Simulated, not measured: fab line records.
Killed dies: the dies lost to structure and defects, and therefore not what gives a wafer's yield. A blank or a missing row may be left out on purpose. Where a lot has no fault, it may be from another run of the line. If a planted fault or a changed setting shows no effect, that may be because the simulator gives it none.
The tool behind it: which one? ; flow sky130 ; Sampling: 24 lots, 72 wafers, 6 of 708 route steps

WHAT EACH GAUGE READ, for each wafer
SKY_VIA1_THK_MEAS_01. Usual: VIA1_HDPCVD_THK 1034 nm, standard deviation 9.4.
lot;measured;on;VIA1_HDPCVD_THK (nm);flag
L074;day 32 19:20;film_metro-03;1052 1057 1049;
L075;day 33 03:00;film_metro-01;1023 1026 1024;
L076;day 34 11:13;film_metro-02;1035 1025 1039;
L077;day 34 14:35;film_metro-02;1030 1029 1028;
L079;day 34 17:05;film_metro-02;1038 1033 1026;
L080;day 34 18:10;film_metro-01;1008 1027 1023;
L078;day 34 18:01;film_metro-03;1015 1021 1025;
L081;day 34 22:16;film_metro-03;1028 1026 1028;
L082;day 35 09:55;film_metro-01;1038 1023 1041;
L083;day 35 18:58;film_metro-03;1028 1027 1034;
L085;day 36 06:59;film_metro-01;1023 1023 1022;
L084;day 36 07:46;film_metro-02;1048 1040 1034;
L086;day 36 19:13;film_metro-03;1023 1038 1035;
L089;day 38 02:01;film_metro-02;1037 1031 1048;
L087;day 38 03:07;film_metro-02;1052 1052 1035;
L088;day 38 03:36;film_metro-02;1050 1040 1039;
L090;day 38 06:06;film_metro-01;1041 1037 1039;
L091;day 38 09:05;film_metro-01;1032 1033 1038;
L092;day 38 12:31;film_metro-03;1031 1028 1030;
L093;day 38 14:57;film_metro-02;1039 1038 1041;
L094;day 39 00:52;film_metro-02;1038 1033 1040;
L095;day 39 09:25;film_metro-01;1056 1041 1040;
L096;day 39 12:50;film_metro-03;1050 1029 1040;
L097;day 39 17:17;film_metro-01;1027 1022 1037;

SKY_CAPM_THK_MEAS_04: measures by xrf. Usual: CAPM_TIN_THK 200.3 nm, standard deviation 2.
lot;measured;on;CAPM_TIN_THK (nm);flag
L074;day 36 09:05;film_metro-03;196.7 195.3 195.3;
L075;day 36 19:28;film_metro-01;200.1 200.6 199.3;
L076;day 37 23:45;film_metro-03;199.9 202.1 202.4;
L077;day 38 01:53;film_metro-01;203.3 200.5 200.4;
L079;day 38 04:53;film_metro-04;201.7 199.2 201.6;
L080;day 38 05:56;film_metro-04;201.6 198.3 200.8;
L078;day 38 05:32;film_metro-04;196.9 199.6 201.2;
L081;day 38 10:26;film_metro-03;200.4 198.1 200.3;
L082;day 39 05:21;film_metro-01;202.9 202.5 201.3;
L083;day 39 07:10;film_metro-04;204.1 203.0 200.1;
L085;day 39 15:02;film_metro-04;202.5 203.2 202.2;
L084;day 39 15:26;film_metro-03;197.7 198.4 198.5;
L086;day 40 07:44;film_metro-04;198.9 199.1 200.0;
L089;day 41 11:25;film_metro-03;198.8 202.2 201.0;
L087;day 41 12:50;film_metro-01;202.5 203.3 201.1;
L088;day 41 13:01;film_metro-03;200.1 200.2 201.1;
L090;day 41 14:31;film_metro-03;202.0 199.1 199.6;
L091;day 41 16:16;film_metro-03;198.8 197.3 197.4;
L092;day 41 19:02;film_metro-03;198.5 200.1 199.6;
L093;day 41 20:28;film_metro-01;202.3 200.5 201.4;
L094;day 42 09:53;film_metro-01;201.9 203.9 201.7;
L095;day 42 14:42;film_metro-04;201.9 200.5 200.8;
L096;day 42 19:13;film_metro-01;199.4 198.5 198.8;
L097;day 42 21:23;film_metro-01;200.7 199.9 200.7;

TOOL THAT RAN EACH LOT (tool first, then ch and the chambers of the sampled wafers, then the start)
lot;SKY_CONTACT_ETCH_16;SKY_CONTACT_CVD_24;SKY_METAL2_SPUTTER_03;SKY_VIA2_CMP_02
L074;rie_diel-02 ch 0,1, day 31 13:03;cvd_w-01 ch 0,1, day 31 13:55;pvd_sputter-04, day 34 00:08;cmp-02 ch 0,2,3, day 35 04:48
L075;rie_diel-01 ch 0,1,3, day 31 21:40;cvd_w-02 ch 0,1, day 31 22:28;pvd_sputter-02, day 34 07:26;cmp-02 ch 1,2,3, day 35 12:19
L076;rie_diel-02 ch 0,1,2, day 33 05:31;cvd_w-01 ch 0,1, day 33 06:19;pvd_sputter-04, day 35 16:04;cmp-02 ch 0,1,3, day 36 19:55
L077;rie_diel-02 ch 2,3, day 33 09:21;cvd_w-01 ch 0,1, day 33 10:28;pvd_sputter-01, day 35 18:50;cmp-02 ch 0,3, day 36 21:22
L079;rie_diel-01 ch 1,2,3, day 33 10:17;cvd_w-02 ch 0,1, day 33 11:08;pvd_sputter-02, day 35 21:02;cmp-02 ch 0,1,3, day 37 00:08
L080;rie_diel-02 ch 1,2,3, day 33 11:30;cvd_w-01 ch 0,1, day 33 12:22;pvd_sputter-02, day 35 22:44;cmp-02 ch 0,2,3, day 37 01:13
L078;rie_diel-01 ch 2,3, day 33 12:19;cvd_w-02 ch 0,1, day 33 13:10;pvd_sputter-01, day 35 21:25;cmp-02 ch 0,2,3, day 37 00:49
L081;rie_diel-03 ch 1,2,3, day 33 15:57;cvd_w-02 ch 0,1, day 33 16:47;pvd_sputter-01, day 36 03:20;cmp-02 ch 0,2,3, day 37 06:48
L082;rie_diel-03 ch 2,3, day 34 03:33;cvd_w-01 ch 0,1, day 34 04:20;pvd_sputter-01, day 36 18:09;cmp-01 ch 0,1, day 37 21:27
L083;rie_diel-02 ch 2,3, day 34 13:16;cvd_w-02 ch 0,1, day 34 14:23;pvd_sputter-02, day 36 22:36;cmp-01 ch 0,3, day 38 01:47
L085;rie_diel-01 ch 0,1,3, day 35 01:46;cvd_w-02 ch 0,1, day 35 02:35;pvd_sputter-04, day 37 10:11;cmp-01 ch 0,3, day 38 13:01
L084;rie_diel-02 ch 0,2,3, day 35 02:29;cvd_w-01 ch 0,1, day 35 03:26;pvd_sputter-02, day 37 11:27;cmp-01 ch 0,1,3, day 38 14:01
L086;rie_diel-03 ch 0,1,3, day 35 14:25;cvd_w-01 ch 0,1, day 35 15:13;pvd_sputter-01, day 37 23:56;cmp-01 ch 1,2,3, day 39 05:47
L089;rie_diel-03 ch 0,2,3, day 36 21:13;cvd_w-02 ch 0,1, day 36 22:01;pvd_sputter-02, day 39 07:03;cmp-02 ch 0,2,3, day 40 08:35
L087;rie_diel-01 ch 0,1,2, day 36 22:22;cvd_w-01 ch 0,1, day 36 23:10;pvd_sputter-04, day 39 07:39;cmp-02 ch 1,2,3, day 40 09:35
L088;rie_diel-02 ch 0,2,3, day 36 22:39;cvd_w-02 ch 0,1, day 36 23:28;pvd_sputter-02, day 39 07:57;cmp-01 ch 0,2, day 40 09:56
L090;rie_diel-03 ch 0,1,3, day 37 01:30;cvd_w-01 ch 0,1, day 37 02:17;pvd_sputter-02, day 39 09:16;cmp-01 ch 0,2,3, day 40 11:35
L091;rie_diel-01 ch 1,2, day 37 04:30;cvd_w-02 ch 0,1, day 37 05:23;pvd_sputter-02, day 39 11:17;cmp-02 ch 1,2, day 40 12:58
L092;rie_diel-01 ch 1,2, day 37 07:42;cvd_w-02 ch 0,1, day 37 09:13;pvd_sputter-02, day 39 14:19;cmp-02 ch 0,2,3, day 40 15:46
L093;rie_diel-03 ch 0,1,3, day 37 11:01;cvd_w-02 ch 0,1, day 37 11:58;pvd_sputter-04, day 39 15:54;cmp-02 ch 0,3, day 40 17:44
L094;rie_diel-03 ch 1,2,3, day 37 21:10;cvd_w-01 ch 0,1, day 37 22:04;pvd_sputter-01, day 40 07:14;cmp-02 ch 0,1,3, day 41 08:26
L095;rie_diel-02 ch 0,2, day 38 05:55;cvd_w-02 ch 0, day 38 06:42;pvd_sputter-04, day 40 11:59;cmp-02 ch 0,1, day 41 14:05
L096;rie_diel-01 ch 0,1,2, day 38 09:33;cvd_w-02 ch 0,1, day 38 10:23;pvd_sputter-01, day 40 15:44;cmp-01 ch 0,2,3, day 41 17:35
L097;rie_diel-03 ch 1,2,3, day 38 15:45;cvd_w-02 ch 0,1, day 38 16:34;pvd_sputter-04, day 40 18:56;cmp-02 ch 0,2,3, day 41 20:41
- SKY_CONTACT_ETCH_16: etches BARC in N2/H2, stops on SiO2, time 45.9 s, target depth 60 nm.
- SKY_CONTACT_CVD_24: deposits W, target thk 340 nm, time 102.12 s.
- SKY_METAL2_SPUTTER_03: material Ti, target thk 5 nm, time 3.3 s.
- SKY_VIA2_CMP_02: polishes SiO2.

AS READ BY THE TOOLS THEMSELVES (means over the sampled wafers that have a number; for cases with no such wafer, the mark the record gives instead)
SKY_CONTACT_ETCH_16. Usual: drypump_motor_current_A 5.9 A, standard deviation 0.39; oes_product_au 0.854 a.u., standard deviation 0.0047; rf_fwd_power_W 494.8 W, standard deviation 1.8; throttle_valve_pct 13.225 %, standard deviation 0.0088.
lot;tool;drypump_motor_current_A (A);oes_product_au (a.u.);rf_fwd_power_W (W);throttle_valve_pct (%);flag
L074;rie_diel-02;5.9;0.852;494.9;13.225;
L075;rie_diel-01;5.8;0.850;493.2;13.221;
L076;rie_diel-02;5.8;0.856;494.7;13.227;
L077;rie_diel-02;5.7;0.850;495.3;13.228;
L079;rie_diel-01;5.8;0.852;495.1;13.224;
L080;rie_diel-02;5.8;0.857;495.5;13.223;
L078;rie_diel-01;6.0;0.853;494.1;13.223;
L081;rie_diel-03;5.9;0.858;495.0;13.222;
L082;rie_diel-03;6.3;0.855;495.7;13.225;
L083;rie_diel-02;5.7;0.854;494.1;13.225;
L085;rie_diel-01;5.7;0.853;492.1;13.222;
L084;rie_diel-02;5.7;0.858;496.4;13.227;
L086;rie_diel-03;5.9;0.853;495.5;13.232;
L089;rie_diel-03;6.4;0.855;495.8;13.223;
L087;rie_diel-01;5.7;0.853;494.4;13.220;
L088;rie_diel-02;5.7;0.855;496.4;13.229;
L090;rie_diel-03;5.9;0.850;494.6;13.221;
L091;rie_diel-01;5.6;0.851;494.9;13.230;
L092;rie_diel-01;5.8;0.861;494.1;13.231;
L093;rie_diel-03;6.0;0.856;495.6;13.228;
L094;rie_diel-03;5.9;0.855;494.6;13.224;
L095;rie_diel-02;5.7;0.854;494.3;13.230;
L096;rie_diel-01;5.7;0.855;495.3;13.235;
L097;rie_diel-03;5.9;0.859;496.0;13.219;

SKY_CONTACT_CVD_24. Usual: heater_power_w 873 W, standard deviation 29; susceptor_temp_C 400.01 C, standard deviation 0.23.
lot;tool;heater_power_w (W);susceptor_temp_C (C);flag
L074;cvd_w-01;860;399.89;
L075;cvd_w-02;865;399.98;
L076;cvd_w-01;876;399.84;
L077;cvd_w-01;865;399.67;
L079;cvd_w-02;877;400.22;
L080;cvd_w-01;856;400.04;
L078;cvd_w-02;882;399.81;
L081;cvd_w-02;879;399.98;
L082;cvd_w-01;868;399.94;
L083;cvd_w-02;879;400.19;
L085;cvd_w-02;876;399.88;
L084;cvd_w-01;869;399.76;
L086;cvd_w-01;869;400.09;
L089;cvd_w-02;886;400.02;
L087;cvd_w-01;860;400.10;
L088;cvd_w-02;857;399.80;
L090;cvd_w-01;857;400.05;
L091;cvd_w-02;866;400.10;
L092;cvd_w-02;892;400.13;
L093;cvd_w-02;869;400.02;
L094;cvd_w-01;886;400.27;
L095;cvd_w-02;886;399.97;
L096;cvd_w-02;887;399.94;
L097;cvd_w-02;879;400.06;

SKY_METAL2_SPUTTER_03. Usual: throttle_valve_pct reads 30.2 % (standard deviation 0.97).
lot;tool;throttle_valve_pct (%);flag
L074;pvd_sputter-04;29.4;
L075;pvd_sputter-02;31.2;
L076;pvd_sputter-04;29.2;
L077;pvd_sputter-01;29.9;
L079;pvd_sputter-02;31.1;
L080;pvd_sputter-02;30.8;
L078;pvd_sputter-01;30.0;
L081;pvd_sputter-01;29.8;
L082;pvd_sputter-01;30.1;
L083;pvd_sputter-02;31.1;
L085;pvd_sputter-04;30.0;
L084;pvd_sputter-02;30.5;
L086;pvd_sputter-01;30.0;
L089;pvd_sputter-02;30.3;
L087;pvd_sputter-04;29.5;
L088;pvd_sputter-02;30.9;
L090;pvd_sputter-02;30.1;
L091;pvd_sputter-02;30.8;
L092;pvd_sputter-02;30.9;
L093;pvd_sputter-04;29.2;
L094;pvd_sputter-01;29.7;
L095;pvd_sputter-04;29.9;
L096;pvd_sputter-01;29.4;
L097;pvd_sputter-04;29.8;

SKY_VIA2_CMP_02. Usual: motor_current_A 11.7 A, standard deviation 1.5; retaining_ring_pressure_frac 0.999, standard deviation 0.0049; slurry_filter_dp_kPa 13.50 kPa, standard deviation 0.15.
lot;tool;motor_current_A (A);retaining_ring_pressure_frac;slurry_filter_dp_kPa (kPa);flag
L074;cmp-02;11.9;0.997;13.57;
L075;cmp-02;11.0;0.998;13.41;
L076;cmp-02;10.8;0.996;13.67;
L077;cmp-02;11.5;1.003;13.55;
L079;cmp-02;10.7;0.999;13.58;
L080;cmp-02;11.9;1.002;13.43;
L078;cmp-02;12.0;0.996;13.43;
L081;cmp-02;11.6;1.000;13.58;
L082;cmp-01;13.5;1.000;13.56;
L083;cmp-01;13.0;1.001;13.52;
L085;cmp-01;13.5;0.996;13.52;
L084;cmp-01;13.2;1.001;13.45;
L086;cmp-01;12.6;1.002;13.40;
L089;cmp-02;11.8;0.999;13.51;
L087;cmp-02;10.7;1.000;13.64;
L088;cmp-01;13.5;0.998;13.35;
L090;cmp-01;13.7;0.995;13.47;
L091;cmp-02;10.0;0.997;13.41;
L092;cmp-02;11.8;0.995;13.52;
L093;cmp-02;11.3;1.003;13.65;
L094;cmp-02;10.7;0.993;13.35;
L095;cmp-02;10.9;1.000;13.67;
L096;cmp-01;13.2;0.996;13.45;
L097;cmp-02;11.7;0.999;13.37;

THE ANSWER, worked out from the rows above alone
Rule: a lot is off if the mean of its wafers that have a number lies more than 3 standard deviations from the usual mean. A lot without any number at a reading at which 4 lots or more have one is off too. Any other lot the step has rows for is counted as sound. First the gauges in route order, then the tools' own readings, where a lot's mean is used as printed above. The first step at which some lot is off is used, and at that step the reading that is off furthest; a lot without a number counts as furthest.
Across all readings shown, no lot is off: no conclusion can be drawn from this.

WHAT THE SIMULATOR PUT IN
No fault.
